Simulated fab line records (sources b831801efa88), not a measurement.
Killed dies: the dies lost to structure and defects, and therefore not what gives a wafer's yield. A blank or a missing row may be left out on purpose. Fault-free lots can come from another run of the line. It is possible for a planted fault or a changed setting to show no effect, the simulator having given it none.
Chamber matching	flow sky130	4 sister chambers for SKY_VIA3_ETCH_14 on rie-diel-01
The step etches BARC in N2/H2, stops on SiO2, time 45.9 s, target depth 60 nm. 4 wafers are shown with their chamber, then 10 later ones without.

WAFERS PAIRED WITH THEIR CHAMBERS
wafer	chamber	drypump-motor-current-A (A)
L085.1	1	5.7
L087.5	3	4.8
L091.1	2	5.3
L091.3	0	6.4

WAFERS WITH NO CHAMBER GIVEN
wafer	drypump-motor-current-A (A)
L091.6	6.4
L092.1	5.4
L092.2	6.3
L092.6	6.3
L094.4	6.4
L094.5	4.8
L094.6	6.4
L096.1	6.3
L096.4	5.4
L096.6	5.4

EACH ONE'S CHAMBER
wafer	from the rows above	in truth
L091.6	0	0
L092.1	2	2
L092.2	0	0
L092.6	0	0
L094.4	0	0
L094.5	3	3
L094.6	0	0
L096.1	0	0
L096.4	2	2
L096.6	2	2
Placed correctly: 10 of 10. Can't be placed from these rows: 0. Number placed wrongly: 0.
How it was worked out, from the rows above alone: a wafer's distance from a chamber is the root of the sum, over the readings, of the square of ((its reading less the chamber's mean) divided by the reading's scatter). The wafer belongs to the nearest chamber; if the next one is less than 2 further off, it can't be placed. A chamber's mean is the mean of its shown wafers. The scatter (one wafer shown for each chamber): square how far every hidden wafer sits from the nearest shown wafer, average those squares and take the square root.
